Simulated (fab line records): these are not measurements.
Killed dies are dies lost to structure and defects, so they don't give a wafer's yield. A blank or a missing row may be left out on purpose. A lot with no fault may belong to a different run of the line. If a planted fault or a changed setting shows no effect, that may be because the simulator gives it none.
What tool caused it? | flow gf180mcu | 42 wafers from 14 lots sampled at 5 of the route's 602 steps

## WHAT EACH GAUGE READ, for each wafer
GF_V5_CD_MEAS_14: target cd 260 nm.
lot  | measured     | on       | cdNm (nm)
L852 | day 27 21:31 | cdSem-02 | 259.4 260.4 260.3
L854 | day 28 02:38 | cdSem-01 | 260.3 259.1 259.3
L855 | day 28 12:59 | cdSem-01 | 259.1 259.9 260.2
L856 | day 28 20:46 | cdSem-02 | 258.5 258.4 257.7
L857 | day 29 03:37 | cdSem-02 | 259.1 261.9 259.2
L859 | day 29 12:40 | cdSem-02 | 260.9 261.1 261.3
L868 | day 32 04:28 | cdSem-01 | 258.7 258.1 258.4
L869 | day 32 12:28 | cdSem-02 | 258.4 257.6 258.7
L871 | day 33 01:09 | cdSem-02 | 260.8 260.4 261.7
L872 | day 33 01:28 | cdSem-01 | 259.5 259.0 259.6
L873 | day 33 13:01 | cdSem-01 | 258.7 259.4 260.1
L874 | day 33 13:59 | cdSem-02 | 258.4 259.3 258.8

## WHAT TOOL EACH LOT RAN ON (gives the tool, then ch and the chambers of the sampled wafers, and finally the start)
lot  | GF_V4_SPUTTER_21            | GF_MIM_SPUTTER_09           | GF_M5_ETCH_09                     | GF_M5_STRIP_11
L852 | pvdSputter-01, day 25 05:38 | pvdSputter-03, day 25 06:42 | rieDiel-03 ch 0,1,2, day 27 00:52 | plasmaAsher-02 ch 0,1, day 27 01:00
L854 | pvdSputter-04, day 25 09:14 | pvdSputter-04, day 25 10:18 | rieDiel-03 ch 2,3, day 27 05:16   | plasmaAsher-02 ch 0,1, day 27 05:24
L855 | pvdSputter-01, day 25 23:34 | pvdSputter-02, day 26 00:39 | rieDiel-02 ch 0,3, day 27 16:16   | plasmaAsher-03 ch 0,1, day 27 16:24
L856 | pvdSputter-04, day 26 06:29 | pvdSputter-03, day 26 07:33 | rieDiel-03 ch 1,2, day 28 00:13   | plasmaAsher-04 ch 0, day 28 00:21
L857 | pvdSputter-03, day 26 14:59 | pvdSputter-03, day 26 16:03 | rieDiel-04 ch 0,1,3, day 28 06:55 | plasmaAsher-04 ch 0,1, day 28 07:03
L859 | pvdSputter-01, day 26 22:59 | pvdSputter-03, day 27 00:17 | rieDiel-02 ch 0,3, day 28 16:13   | plasmaAsher-03 ch 0,1, day 28 16:21
L864 | pvdSputter-04, day 28 21:14 | pvdSputter-04, day 28 22:18 | rieDiel-03 ch 1,2,3, day 30 11:55 | plasmaAsher-04 ch 0,1, day 30 12:03
L865 | pvdSputter-03, day 29 05:08 | pvdSputter-04, day 29 06:16 | rieDiel-02 ch 1,3, day 30 20:19   | plasmaAsher-03 ch 0,1, day 30 20:27
L868 | pvdSputter-04, day 29 20:32 | pvdSputter-03, day 29 21:37 | rieDiel-04 ch 0,1,3, day 31 10:07 | plasmaAsher-02 ch 0,1, day 31 10:15
L869 | pvdSputter-01, day 30 04:58 | pvdSputter-03, day 30 06:04 | rieDiel-03 ch 0,1,3, day 31 18:19 | plasmaAsher-02 ch 0,1, day 31 18:27
L871 | pvdSputter-04, day 30 19:11 | pvdSputter-04, day 30 20:16 | rieDiel-04 ch 1,2, day 32 07:13   | plasmaAsher-02 ch 0,1, day 32 07:28
L872 | pvdSputter-01, day 30 19:11 | pvdSputter-02, day 30 20:17 | rieDiel-04 ch 0,1,2, day 32 07:46 | plasmaAsher-04 ch 0,1, day 32 07:54
L873 | pvdSputter-03, day 31 08:44 | pvdSputter-02, day 31 09:48 | rieDiel-04 ch 0,2,3, day 32 19:43 | plasmaAsher-03 ch 0,1, day 32 19:51
L874 | pvdSputter-04, day 31 10:26 | pvdSputter-04, day 31 11:30 | rieDiel-02 ch 1,2,3, day 32 21:10 | plasmaAsher-04 ch 1, day 32 21:18
- GF_V4_SPUTTER_21: material Ti, target thk 15 nm, time 80.02 s.
- GF_MIM_SPUTTER_09: material TiN, target thk 35 nm, time 29.2 s.
- GF_M5_ETCH_09: etches Si3N4 in CF4/O2, target depth 52 nm, time 11.6 s.
- GF_M5_STRIP_11: strips in O2/N2.

## WHAT THE TOOLS THEMSELVES READ (means of the sampled wafers that have a number; where no wafer has one, the mark that the record gives instead)
GF_V4_SPUTTER_21.
lot  | tool          | throttleValvePct (%)
L852 | pvdSputter-01 | 29.3
L854 | pvdSputter-04 | 30.7
L855 | pvdSputter-01 | 29.1
L856 | pvdSputter-04 | 29.6
L857 | pvdSputter-03 | 29.6
L859 | pvdSputter-01 | 29.0
L864 | pvdSputter-04 | 28.8
L865 | pvdSputter-03 | 30.2
L868 | pvdSputter-04 | 30.7
L869 | pvdSputter-01 | 29.3
L871 | pvdSputter-04 | 29.6
L872 | pvdSputter-01 | 29.2
L873 | pvdSputter-03 | 30.0
L874 | pvdSputter-04 | 30.2

GF_MIM_SPUTTER_09.
lot  | tool          | throttleValvePct (%)
L852 | pvdSputter-03 | 30.8
L854 | pvdSputter-04 | 28.8
L855 | pvdSputter-02 | 30.3
L856 | pvdSputter-03 | 29.4
L857 | pvdSputter-03 | 29.4
L859 | pvdSputter-03 | 29.9
L864 | pvdSputter-04 | 30.3
L865 | pvdSputter-04 | 30.3
L868 | pvdSputter-03 | 29.6
L869 | pvdSputter-03 | 30.0
L871 | pvdSputter-04 | 29.6
L872 | pvdSputter-02 | 29.9
L873 | pvdSputter-02 | 29.7
L874 | pvdSputter-04 | 29.6

GF_M5_ETCH_09.
lot  | tool       | O2_flow_sccm (sccm) | biasW (W) | drypumpMotorCurrentA (A) | oesProductAu (a.u.) | throttleValvePct (%)
L852 | rieDiel-03 | 10.030              | 149.8     | 5.7                      | 0.995               | 5.975
L854 | rieDiel-03 | 10.025              | 150.1     | 5.6                      | 0.984               | 5.970
L855 | rieDiel-02 | 9.980               | 150.0     | 5.4                      | 1.009               | 5.970
L856 | rieDiel-03 | 9.988               | 150.1     | 5.5                      | 0.996               | 5.967
L857 | rieDiel-04 | 9.987               | 149.9     | 5.4                      | 1.007               | 5.973
L859 | rieDiel-02 | 10.047              | 150.0     | 5.4                      | 1.005               | 5.961
L864 | rieDiel-03 | -                   | -         | -                        | -                   | -
L865 | rieDiel-02 | -                   | -         | -                        | -                   | -
L868 | rieDiel-04 | 10.006              | 150.2     | 5.4                      | 1.008               | 5.973
L869 | rieDiel-03 | 10.003              | 149.9     | 5.8                      | 1.001               | 5.968
L871 | rieDiel-04 | 9.995               | 149.9     | 5.6                      | 1.003               | 5.974
L872 | rieDiel-04 | 10.012              | 150.2     | 5.3                      | 1.006               | 5.971
L873 | rieDiel-04 | 10.008              | 149.8     | 5.2                      | 1.012               | 5.966
L874 | rieDiel-02 | 10.016              | 150.0     | 5.9                      | 1.001               | 5.962

GF_M5_STRIP_11.
lot  | tool           | drypumpMotorCurrentA (A) | heaterPowerW (W) | oesProductAu (a.u.) | stripTimeToEndpointS (s)
L852 | plasmaAsher-02 | 5.9                      | 309              | 0.539               | 7.55
L854 | plasmaAsher-02 | 5.9                      | 318              | 0.546               | 7.59
L855 | plasmaAsher-03 | 5.6                      | 331              | 0.545               | 7.47
L856 | plasmaAsher-04 | 5.0                      | 321              | 0.542               | 7.58
L857 | plasmaAsher-04 | 6.1                      | 327              | 0.544               | 7.61
L859 | plasmaAsher-03 | 5.6                      | 332              | 0.548               | 7.54
L864 | plasmaAsher-04 | 6.1                      | 326              | 0.556               | 7.83
L865 | plasmaAsher-03 | 5.4                      | 345              | 0.561               | 7.87
L868 | plasmaAsher-02 | 6.1                      | 310              | 0.539               | 7.58
L869 | plasmaAsher-02 | 6.1                      | 314              | 0.544               | 7.56
L871 | plasmaAsher-02 | 5.9                      | 312              | 0.539               | 7.54
L872 | plasmaAsher-04 | 6.1                      | 327              | 0.541               | 7.54
L873 | plasmaAsher-03 | 5.4                      | 341              | 0.543               | 7.53
L874 | plasmaAsher-04 | 6.7                      | 328              | 0.546               | 7.55

## THE ANSWER, worked out from the rows above alone
Rule: the lots themselves supply what counts as usual. The widest of any qualifying gaps counts: lots, ordered by their means at a reading, are off when they make up no more than a third of the lots, leave a main group of 4 or more, and stand apart from it by 3 or more times the standard deviation of that group's means. A main group is skipped when, at the precision printed for the reading in the tables above, its means are all equal. A lot without any number at a reading at which 4 lots or more have one is off too. Where the step has rows for the other lots, those lots are counted as sound. Order of review: gauges by route order, followed by the tools' own readings, for which a lot's mean as printed above is used. At the first step where some lot is off, the reading lying furthest off is the one used; lots without a number count as furthest.
Off: L864, L865, at GF_M5_ETCH_09 (O2_flow_sccm). Without a number there: L864, L865. Main group: mean 10.008 sccm, sd 0.019.
If a tool, at that step or one of the process steps before it, ran each lot that is off and ran no sound lot following the first of them, it fits. None of those tried fits.

## WHAT THE SIMULATOR HAD PUT IN
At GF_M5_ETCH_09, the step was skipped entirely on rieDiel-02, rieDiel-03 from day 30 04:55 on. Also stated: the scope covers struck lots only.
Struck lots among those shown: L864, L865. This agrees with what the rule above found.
